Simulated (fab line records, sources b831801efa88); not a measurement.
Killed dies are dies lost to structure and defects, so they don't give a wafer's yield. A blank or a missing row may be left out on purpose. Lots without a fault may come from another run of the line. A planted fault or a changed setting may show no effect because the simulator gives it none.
A struck lot beside a sound one | flow sky130 | 16 steps out of a route of 708
Sound: wafers L372.2, L372.4, L372.6. Struck: wafers L378.1, L378.6. (L378.5 of the same lot was not struck and is left out.) The cause comes at the end.
At each step with rows: each side's tool, then ch and its chambers, then its first start. Under that, the readings that differ: sound wafers | struck wafers | difference of the means | sigmas: that difference in standard deviations of wafers without a fault.
alike: readings whose means differ by less than 2 such deviations, and words and numbers that are the same on both sides. not compared: withheld readings, readings that some wafer has no value for, bounds like >300 that may hide the same value, and numbers for which the record gives no deviation and whose values overlap.
The two part at a step that has a row with sigmas, a row that says differs or no value, or rows on one side only. Numbers that don't overlap but have no deviation are shown without sigmas and don't part them. A reading that every wafer of one side lacks parts them only if that side has two wafers or more.

first, 3 steps without rows for these wafers: SKY_METAL1_EXPOSE_12 (exposes mask MM1, target cd 140 nm); SKY_METAL1_PEB_13; SKY_METAL1_DEVELOP_14 (develop time 60 s).
SKY_METAL1_CD_MEAS_15: target cd 140 nm.
  sound on cd_sem-01, day 33 07:03; struck on cd_sem-01, day 35 12:33
  alike: cd_nm
SKY_METAL1_OVL_MEAS_16:
  sound on overlay-02, day 33 07:10; struck on overlay-02, day 35 12:40
  alike: METAL1_OVL
SKY_METAL1_DESCUM_17: chemistry O2, time 8 s.
  sound on rie_metal-02 ch 0,1, day 33 07:11; struck on rie_metal-01 ch 1, day 35 12:42
  alike: drypump_motor_current_A, he_backside_leak_sccm, oes_product_au, temp_c
  not compared: rf_hours_counter_h
SKY_METAL1_ETCH_18: etches BARC in N2/H2, stops on SiO2, time 45.9 s, target depth 60 nm.
  sound on rie_metal-02 ch 0,1, day 33 07:13; struck on rie_metal-01 ch 1, day 35 12:44
  alike: bias_w, drypump_motor_current_A, he_backside_leak_sccm, oes_product_au, throttle_valve_pct
  not compared: rf_hours_counter_h
SKY_METAL1_METAL_ETCH_19: etches the open film in Cl2/BCl3, stops on SiO2, target depth 360 nm, time 78 s.
  sound on rie_metal-02 ch 0,1, day 33 07:17; struck on rie_metal-01 ch 1, day 35 12:48
  alike: bias_w, drypump_motor_current_A, he_backside_leak_sccm, oes_product_au, throttle_valve_pct
  not compared: rf_hours_counter_h
SKY_METAL1_STRIP_20: strips in O2/N2.
  sound on plasma_asher-04 ch 0,1, day 33 07:22; struck on plasma_asher-04 ch 1, day 35 12:53
  alike: drypump_motor_current_A, oes_product_au, strip_time_to_endpoint_s
  not compared: rf_hours_counter_h
then, 3 steps without rows for these wafers: SKY_METAL1_STRIP_21 (strips in post etch residue remover, time 1200 s); SKY_METAL1_CLEAN_22 (cleans in IPA, time 180 s); SKY_METAL1_CLEAN_23 (cleans in O3/DIW).
SKY_VIA1_HDPCVD_00: deposits SiO2, target thk 1030 nm, time 171.7 s.
  sound on hdpcvd-01 ch 0,1,2, day 33 08:07; struck on hdpcvd-01 ch 0, day 35 13:29
  reading                                  | sound             | struck      | difference | sigmas
  run_length_s (s)                         | 199.7 200.4 199.0 | 156.2 156.2 | -43.5      | -89
  model.SiO2_of_VIA1_HDPCVD_00.thk_nm (nm) | 1028 1013 1025    | 751.5 743.6 | -274.5     |
SKY_VIA1_THK_MEAS_01:
  sound on film_metro-02, day 33 08:14; struck on film_metro-03, day 35 13:35
  reading              | sound          | struck  | difference | sigmas
  VIA1_HDPCVD_THK (nm) | 1028 1013 1025 | 752 744 | -274       | -21
SKY_VIA1_CMP_02: polishes SiO2.
  sound on cmp-02 ch 0,1, day 33 08:25; struck on cmp-01 ch 2,3, day 35 13:39
  alike: motor_current_A, slurry_flow_ml_min
-- the record jumps here: 12 days lie between the struck wafers' starts before and after (it left off in module VIA1 and takes up again in module PAD_OPEN, whose first step shown is number 708 of the route) --
SKY_PAD_OPEN_PROBE_99:
  the record has rows for the struck wafers here (prober-02, day 47 20:25) and none for the sound ones

WHERE THEY PART
First at SKY_VIA1_HDPCVD_00; last, within this record, at SKY_PAD_OPEN_PROBE_99.

WHY: what the simulator had put in
Process parameter drift: hdpcvd-01, from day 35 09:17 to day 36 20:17, at SKY_VIA1_HDPCVD_00. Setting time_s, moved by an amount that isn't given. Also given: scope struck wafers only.
